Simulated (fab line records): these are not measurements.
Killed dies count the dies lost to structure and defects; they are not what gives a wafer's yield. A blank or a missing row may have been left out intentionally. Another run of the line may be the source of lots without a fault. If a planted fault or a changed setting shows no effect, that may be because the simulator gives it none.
fab line records	flow sky130
record: lots: 10	wafers: 30	last-day: 50
route steps=708 shown POLY_GATE@217 POLY_CUT@318 SD_N@349 LOCAL_INTERCONNECT@400 CONTACT@409
lots with no fault: from the same line, run without faults
start-h: start of the lot's first displayed wafer, in hours after the record's first day	wait-h: hours elapsed since this lot's preceding step	" identical to the entry in the row above	L1.1+2: a single row standing in for several wafers	- no value, or no start given	* or withheld: withheld	< > ~ a bound
route shown NAME@n: names a module that has steps shown in the file, with the first one's number in the route	usual: the fault-free wafers' mean and standard deviation	same: alike in all rows	chamber/n: place in a boat	sites: per-site readings	_std_site: how widely they spread, as a standard deviation	_edge_site: the outer-site mean with the inner-site mean subtracted	radius-mm: how far each site lies from the wafer's centre	mask NAME#n: copy n	behind: the most recent tool/chamber to have shaped the wafer	hold: cause of the lot's hold/its duration in hours/its outcome	device: the transistor (n, p or np) that didn't switch	end of line: the route-end tests of the same wafers	for a step that has no rows: nothing shown but its recipe	killed: count of dies lost to structure and defects at first sort (not the wafer's yield)	map: dies across one wafer; x = killed, . = not, _ = none there
set.NAME: the setting that was run; set.NAME@STEP: the one run at that earlier step	model.NAME: the simulator's own value behind a step, which no gauge read
the route's steps for a sample of lots (tables are steps, rows are wafers)
services: when a tool's chamber went out of use (start-h, in hours from the record's first day, below 0 if earlier), for how many hours, and the reason
== steps ==
step: SKY_POLY_GATE_CVD_03
recipe: material: Si3N4	precursor: DCS/NH3	target-thk-nm: 75	temp-c: 770	time-s: 1290	pressure-mtorr: 250
usual: spike-tc-centre-C: 771.1/1.1	zone-power-bottom-pct: 20.9/1	zone-power-lower-pct: 13.7/0.35
lot.wafer	tool	chamber	start-h	wait-h	spike-tc-centre-C	zone-power-bottom-pct	zone-power-lower-pct
L275.2	lpcvd-02	1	352.65	0.0	770.5	19.9	13.3
L275.3	"	1	"	"	770.5	19.7	13.2
L275.4	"	1	"	"	769.9	20.1	13.3
L276.2	lpcvd-02	0	363.75	0.4	769.2	22.0	13.7
L276.3	"	0	"	"	772.7	21.7	14.1
L276.5	"	0	"	"	771.9	21.6	13.9
L277.1	lpcvd-02	0	374.74	0.0	771.4	21.5	14.0
L277.5	"	0	"	"	770.8	22.0	14.2
L277.6	"	0	"	"	770.3	21.4	13.9
L278.3	lpcvd-02	0	386.85	0.0	770.4	21.8	14.0
L278.4	"	0	"	"	771.1	21.9	14.0
L278.5	"	0	"	"	770.3	21.9	13.8
L279.3	lpcvd-02	0	395.25	1.9	771.1	21.7	13.9
L279.4	"	0	"	"	769.5	22.1	14.0
L279.5	"	0	"	"	772.3	22.0	14.1
L280.1	lpcvd-02	0	400.63	0.0	769.1	21.6	14.0
L280.3	"	0	"	"	772.2	21.8	14.2
L280.5	"	0	"	"	770.1	21.5	13.8
L284.2	lpcvd-02	1	438.43	0.0	770.6	19.7	13.3
L284.3	"	1	"	"	770.7	20.1	13.3
L284.5	"	1	"	"	771.6	19.8	13.4
L287.2	lpcvd-02	1	487.30	29.4	772.7	20.0	13.2
L287.5	"	1	"	"	772.3	20.0	13.2
L287.6	"	1	"	"	770.5	19.7	13.5
L289.2	lpcvd-02	1	487.30	6.0	770.6	19.6	13.5
L289.4	"	1	"	"	771.2	19.6	13.3
L289.6	"	1	"	"	772.2	19.7	13.5
L296.4	lpcvd-02	1	553.97	3.2	772.9	20.1	13.5
L296.5	"	1	"	"	772.3	19.6	13.3
L296.6	"	1	"	"	770.7	19.8	13.1
step: SKY_POLY_GATE_THK_MEAS_04
recipe: reads: Si3N4_of_POLY_GATE_CVD_03
usual: POLY_GATE_CVD_03_THK: 74.8/0.71
lot.wafer	tool	chamber	start-h	wait-h	POLY_GATE_CVD_03_THK[nm]
L275.2	film-metro-01	-	354.02	0.0	74.9
L275.3	"	-	"	"	75.2
L275.4	"	-	"	"	74.6
L276.2	film-metro-03	-	365.12	0.0	74.0
L276.3	"	-	"	"	74.0
L276.5	"	-	"	"	74.0
L277.1	film-metro-02	-	376.10	0.0	75.2
L277.5	"	-	"	"	75.5
L277.6	"	-	"	"	75.7
L278.3	film-metro-03	-	388.23	0.0	75.7
L278.4	"	-	"	"	75.7
L278.5	"	-	"	"	75.7
L279.3	film-metro-01	-	396.62	0.0	75.7
L279.4	"	-	"	"	76.0
L279.5	"	-	"	"	76.2
L280.1	film-metro-03	-	401.99	0.0	75.1
L280.3	"	-	"	"	75.0
L280.5	"	-	"	"	74.7
L284.2	film-metro-01	-	439.80	0.0	73.7
L284.3	"	-	"	"	73.9
L284.5	"	-	"	"	73.8
L287.2	film-metro-01	-	488.67	0.0	46.6
L287.5	"	-	"	"	45.9
L287.6	"	-	"	"	46.3
L289.2	film-metro-03	-	488.67	0.0	45.9
L289.4	"	-	"	"	45.6
L289.6	"	-	"	"	46.5
L296.4	film-metro-02	-	555.35	0.0	75.3
L296.5	"	-	"	"	74.9
L296.6	"	-	"	"	76.0
step: SKY_POLY_GATE_ETCH_16
recipe: stop-on: poly-Si	chemistry: CH3F/O2	target: Si3N4	source-w: 400	bias-w: 80	pressure-mtorr: 25	ch3f-flow-sccm: 40	O2_flow_sccm: 30	time-s: 147.5	target-depth-a: 750
usual: O2_flow_sccm: 29.98/0.092	drypump-motor-current-A: 5.8/0.4	oes-product-au: 0.639/0.0051	throttle-valve-pct: 10.535/0.0086
lot.wafer	tool	chamber	start-h	wait-h	O2_flow_sccm	drypump-motor-current-A	oes-product-au	rf-hours-counter-h	throttle-valve-pct
L275.2	rie-diel-02	0	382.72	0.0	29.96	6.0	0.638	12	10.544
L275.3	"	2	"	"	29.97	5.7	0.636	12	10.535
L275.4	"	3	"	"	30.01	6.1	0.640	10	10.531
L276.2	rie-diel-01	2	393.57	0.0	30.07	5.2	0.638	94	10.527
L276.3	"	3	"	"	29.87	5.0	0.639	7	10.540
L276.5	"	1	"	"	29.96	5.9	0.636	-	10.527
L277.1	rie-diel-02	3	405.52	0.0	29.84	6.2	0.643	10	10.558
L277.5	"	2	"	"	29.85	5.7	0.646	-	10.535
L277.6	"	3	"	"	29.96	6.2	0.652	-	10.535
L278.3	rie-diel-03	2	419.66	0.0	29.91	6.5	0.643	60	10.538
L278.4	"	0	"	"	30.11	5.7	0.638	0	10.540
L278.5	"	0	"	"	30.05	5.7	0.645	-	10.525
L279.3	rie-diel-02	2	427.36	0.0	29.97	5.7	0.644	13	10.523
L279.4	"	3	"	"	29.87	6.2	0.652	11	10.536
L279.5	"	1	"	"	30.19	5.7	0.650	-	10.528
L280.1	rie-diel-03	0	433.72	0.0	30.05	5.7	0.640	1	10.542
L280.3	"	3	"	"	29.87	5.7	0.641	8	10.543
L280.5	"	1	"	"	30.07	5.8	0.635	-	10.533
L284.2	rie-diel-02	2	471.22	0.0	30.02	5.7	0.640	14	10.533
L284.3	"	0	"	"	29.94	6.0	0.634	14	10.536
L284.5	"	0	"	"	29.84	6.0	0.640	-	10.520
L289.2	rie-diel-03	3	517.62	0.0	30.05	5.6	0.544	9	10.522
L289.4	"	1	"	"	30.05	5.8	0.541	0	10.523
L289.6	"	3	"	"	30.03	5.6	0.548	-	10.529
L287.2	rie-diel-02	0	518.42	0.0	30.12	6.0	0.540	15	10.526
L287.5	"	1	"	"	30.04	5.7	0.544	-	10.535
L287.6	"	2	"	"	29.94	5.7	0.540	-	10.535
L296.4	rie-diel-03	3	584.88	0.0	29.87	5.6	0.648	10	10.543
L296.5	"	1	"	"	29.97	5.8	0.638	-	10.548
L296.6	"	0	"	"	30.01	5.7	0.647	-	10.534
step: SKY_POLY_CUT_ETCH_11
recipe: target: Si3N4	chemistry: CF4/CH2F2/Ar	stop-on: poly-Si	source-w: 600	bias-w: 150	pressure-mtorr: 40	cf4-flow-sccm: 40	ch2f2-flow-sccm: 20	Ar_flow_sccm: 150	time-s: 42.5	target-depth-a: 600
usual: drypump-motor-current-A: 5.7/0.36	mfc-ar-sccm: 150.0/0.51	oes-product-au: 0.828/0.0064	throttle-valve-pct: 14.993/0.0087
lot.wafer	tool	chamber	start-h	wait-h	drypump-motor-current-A	mfc-ar-sccm	oes-product-au	rf-hours-counter-h	throttle-valve-pct
L275.2	rie-diel-01	1	577.81	0.0	5.9	149.7	0.826	19	14.994
L275.3	"	3	"	"	5.0	150.6	0.833	11	14.998
L275.4	"	2	"	"	5.3	149.2	0.827	1	14.996
L276.2	rie-diel-01	3	583.53	0.0	5.0	150.6	0.816	11	14.997
L276.3	"	1	"	"	5.9	150.2	0.827	20	15.006
L276.5	"	1	"	"	5.9	149.3	0.827	-	14.964
L277.1	rie-diel-04	2	587.93	0.0	5.5	151.5	0.823	66	14.989
L277.5	"	2	"	"	5.5	151.2	0.840	-	14.995
L277.6	"	3	"	"	5.4	149.8	0.837	-	14.974
L278.3	rie-diel-04	1	611.05	0.0	5.5	149.8	0.827	2	14.996
L278.4	"	1	"	"	5.4	150.0	0.835	-	14.994
L278.5	"	3	"	"	5.5	149.9	0.836	-	14.988
L279.3	rie-diel-04	3	614.35	0.0	5.5	150.2	0.837	12	15.005
L279.4	"	1	"	"	5.5	149.7	0.835	-	14.987
L279.5	"	3	"	"	5.5	149.6	0.832	-	14.988
L280.1	rie-diel-04	0	617.08	0.0	6.2	150.0	0.829	13	15.004
L280.3	"	1	"	"	5.4	150.5	0.832	2	14.988
L280.5	"	3	"	"	5.4	149.8	0.836	-	14.984
L284.2	rie-diel-01	3	650.46	0.0	5.0	150.3	0.823	12	14.979
L284.3	"	2	"	"	5.3	150.0	0.828	3	15.006
L284.5	"	2	"	"	5.3	149.9	0.826	-	14.992
L289.2	rie-diel-02	1	699.18	0.0	5.7	150.1	0.651	10	14.973
L289.4	"	1	"	"	5.7	150.2	0.653	-	14.976
L289.6	"	3	"	"	6.2	149.6	0.664	-	14.984
L287.2	rie-diel-04	0	700.21	0.0	6.1	149.9	0.664	14	14.976
L287.5	"	2	"	"	5.5	150.1	0.653	-	14.972
L287.6	"	1	"	"	5.4	149.8	0.652	-	14.959
L296.4	rie-diel-04	1	762.30	0.0	5.5	149.2	0.826	5	15.011
L296.5	"	3	"	"	5.5	149.0	0.831	-	14.998
L296.6	"	2	"	"	5.5	150.1	0.832	-	14.982
step: SKY_SD_N_CD_MEAS_07
recipe: target-cd-nm: 380
usual: cd-nm: 380.1/2.2
lot.wafer	tool	chamber	start-h	wait-h	cd-nm
L275.2	cd-sem-01	-	664.10	0.1	382.1
L275.3	"	-	"	"	379.2
L275.4	"	-	"	"	379.2
L276.2	cd-sem-01	-	671.20	0.1	381.7
L276.3	"	-	"	"	382.7
L276.5	"	-	"	"	382.7
L277.1	cd-sem-01	-	675.14	0.1	376.1
L277.5	"	-	"	"	377.3
L277.6	"	-	"	"	379.1
L278.3	cd-sem-01	-	696.32	0.1	378.5
L278.4	"	-	"	"	380.2
L278.5	"	-	"	"	380.4
L279.3	cd-sem-02	-	700.15	0.2	383.1
L279.4	"	-	"	"	383.2
L279.5	"	-	"	"	383.7
L280.1	cd-sem-02	-	701.98	0.1	376.7
L280.3	"	-	"	"	377.8
L280.5	"	-	"	"	377.9
L284.2	cd-sem-01	-	734.15	0.1	380.1
L284.3	"	-	"	"	379.7
L284.5	"	-	"	"	381.1
L289.2	cd-sem-01	-	781.20	0.1	384.0
L289.4	"	-	"	"	382.6
L289.6	"	-	"	"	381.6
L287.2	cd-sem-02	-	782.35	0.1	379.7
L287.5	"	-	"	"	379.0
L287.6	"	-	"	"	379.8
L296.4	cd-sem-01	-	843.44	0.1	377.6
L296.5	"	-	"	"	380.0
L296.6	"	-	"	"	379.2
step: SKY_LOCAL_INTERCONNECT_ETCH_13
recipe: chemistry: N2/H2	target: BARC	ion-energy-ev: 200	bias-w: 100	pressure-mtorr: 30	n2-flow-sccm: 100	h2-flow-sccm: 200	icp-w: 500	stop-on: SiO2	time-s: 45.9	target-depth-a: 600
usual: drypump-motor-current-A: 5.7/0.35	h2-flow-sccm: 200.0/0.63	oes-product-au: 0.855/0.0047	throttle-valve-pct: 13.226/0.0095
lot.wafer	tool	chamber	start-h	wait-h	drypump-motor-current-A	h2-flow-sccm	oes-product-au	rf-hours-counter-h	throttle-valve-pct
L275.2	rie-metal-04	0	722.69	0.0	6.0	200.1	0.858	13	13.231
L275.3	"	0	"	"	6.0	198.7	0.856	-	13.235
L275.4	"	1	"	"	5.2	201.8	0.856	-	13.235
L276.2	rie-metal-03	0	730.49	0.0	6.1	199.5	0.856	4	13.228
L276.3	"	1	"	"	5.6	198.9	0.856	-	13.222
L276.5	"	0	"	"	6.1	199.6	0.846	-	13.215
L277.1	rie-metal-02	0	734.09	0.0	6.0	200.3	0.855	1	13.226
L277.5	"	0	"	"	6.0	200.4	0.858	-	13.219
L277.6	"	1	"	"	5.4	200.3	0.851	-	13.221
L278.3	rie-metal-04	0	755.51	0.0	5.9	200.5	0.849	-	13.231
L278.4	"	1	"	"	5.2	199.9	0.855	-	13.228
L278.5	"	0	"	"	6.0	199.7	0.857	-	13.226
L279.3	rie-metal-04	1	759.19	0.0	5.2	199.6	0.860	-	13.257
L279.4	"	0	"	"	5.9	200.3	0.864	-	13.235
L279.5	"	1	"	"	5.2	200.0	0.862	-	13.244
L280.1	rie-metal-03	1	760.54	0.0	5.6	199.3	0.850	4	13.233
L280.3	"	1	"	"	5.6	199.6	0.861	-	13.224
L280.5	"	1	"	"	5.6	200.0	0.852	-	13.214
L284.2	rie-metal-04	1	792.31	0.0	5.2	199.8	0.858	-	13.225
L284.3	"	1	"	"	5.2	199.7	0.858	-	13.216
L284.5	"	1	"	"	5.2	200.6	0.864	-	13.215
L289.2	rie-metal-02	0	837.84	0.0	6.0	200.2	0.845	5	13.224
L289.4	"	0	"	"	6.0	199.5	0.851	-	13.218
L289.6	"	1	"	"	5.4	199.8	0.848	-	13.208
L287.2	rie-metal-04	1	840.02	0.0	5.2	200.0	0.850	10	13.242
L287.5	"	0	"	"	6.0	200.9	0.849	-	13.235
L287.6	"	1	"	"	5.2	200.5	0.854	-	13.235
L296.4	rie-metal-04	0	898.31	0.0	5.9	200.1	0.853	-	13.218
L296.5	"	0	"	"	6.0	200.1	0.848	-	13.241
L296.6	"	1	"	"	5.2	200.0	0.860	-	13.223
step: SKY_CONTACT_THK_MEAS_03
recipe: reads: SiO2_of_CONTACT_HDPCVD_02
usual: CONTACT_HDPCVD_THK: 565/5.7
lot.wafer	tool	chamber	start-h	wait-h	CONTACT_HDPCVD_THK[nm]
L275.2	film-metro-02	-	723.57	0.0	569
L275.3	"	-	"	"	579
L275.4	"	-	"	"	568
L276.2	film-metro-04	-	731.45	0.0	556
L276.3	"	-	"	"	561
L276.5	"	-	"	"	562
L277.1	film-metro-02	-	734.98	0.0	570
L277.5	"	-	"	"	560
L277.6	"	-	"	"	563
L278.3	film-metro-02	-	756.38	0.1	564
L278.4	"	-	"	"	562
L278.5	"	-	"	"	565
L279.3	film-metro-04	-	760.06	0.1	555
L279.4	"	-	"	"	558
L279.5	"	-	"	"	562
L280.1	film-metro-01	-	761.41	0.0	570
L280.3	"	-	"	"	568
L280.5	"	-	"	"	568
L284.2	film-metro-01	-	793.28	0.0	565
L284.3	"	-	"	"	567
L284.5	"	-	"	"	562
L289.2	film-metro-02	-	838.73	0.0	568
L289.4	"	-	"	"	561
L289.6	"	-	"	"	562
L287.2	film-metro-02	-	840.94	0.0	563
L287.5	"	-	"	"	563
L287.6	"	-	"	"	563
L296.4	film-metro-04	-	899.23	0.0	562
L296.5	"	-	"	"	565
L296.6	"	-	"	"	561
== services ==
tool	chamber	start-h	hours	kind
lpcvd-02	-	332.68	2.8	pm
rie-diel-02	1	390.47	6.5	repair
rie-metal-04	1	439.15	2.7	repair
rie-diel-04	-	458.20	2.6	repair
lpcvd-02	-	459.20	28.1	pm
rie-diel-04	1	460.96	2.5	repair
rie-metal-04	-	487.76	0.4	repair
rie-diel-02	-	532.94	15.6	pm
rie-diel-04	-	590.31	0.6	repair
rie-diel-02	-	604.79	0.7	repair
rie-diel-04	1	631.02	8.9	repair
rie-diel-02	2	633.54	2.4	repair
rie-metal-04	-	654.74	14.6	pm
rie-diel-02	-	678.25	14.6	pm
rie-metal-04	-	686.06	0.5	repair
lpcvd-02	-	690.09	1.2	repair
rie-diel-02	2	696.46	4.6	repair
rie-diel-02	1	700.66	4.5	repair
rie-metal-04	0	702.28	14.1	repair
rie-diel-02	-	702.75	14.8	repair
lpcvd-02	-	730.68	0.3	repair
rie-metal-04	0	782.60	16.1	repair
rie-diel-02	1	810.51	3.6	repair
rie-diel-04	3	821.35	2.6	repair
== key ==
first-sign: step: SKY_POLY_GATE_THK_MEAS_04	reading: POLY_GATE_CVD_03_THK	direction: down	sigmas: 40	usual: 74.8	struck: 46.1
effect: step: SKY_POLY_GATE_ETCH_16	reading: oes-product-au	direction: down	sigmas: 19	usual: 0.639	struck: 0.543
effect: step: SKY_POLY_CUT_ETCH_11	reading: oes-product-au	direction: down	sigmas: 27	usual: 0.828	struck: 0.656
met-at SKY_POLY_GATE_CVD_03
struck-lots L287,L289
struck-wafers L287.2,L287.5,L287.6,L289.2,L289.4,L289.6
tester-left-out L287,L289
not-acting-at SKY_SD_N_CD_MEAS_07,SKY_LOCAL_INTERCONNECT_ETCH_13,SKY_CONTACT_THK_MEAS_03
onset-between 438.43 487.30
fault: kind: process-parameter-drift	tool: lpcvd-02	chamber: 1	onset-h: 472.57	steps: SKY_POLY_GATE_CVD_03	channel: target-thk-nm	offset: -28.964	shape: step	end-h: 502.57	acts-in: these-recipes-only	stated: 75
tester-left-out: of these lots the tester's yield and bins aren't shown, on N5 and GAA mostly nor the transistor test; their killed dies are dies lost to structure and defects alone, not to doping, threshold or leakage, so they don't give the yield
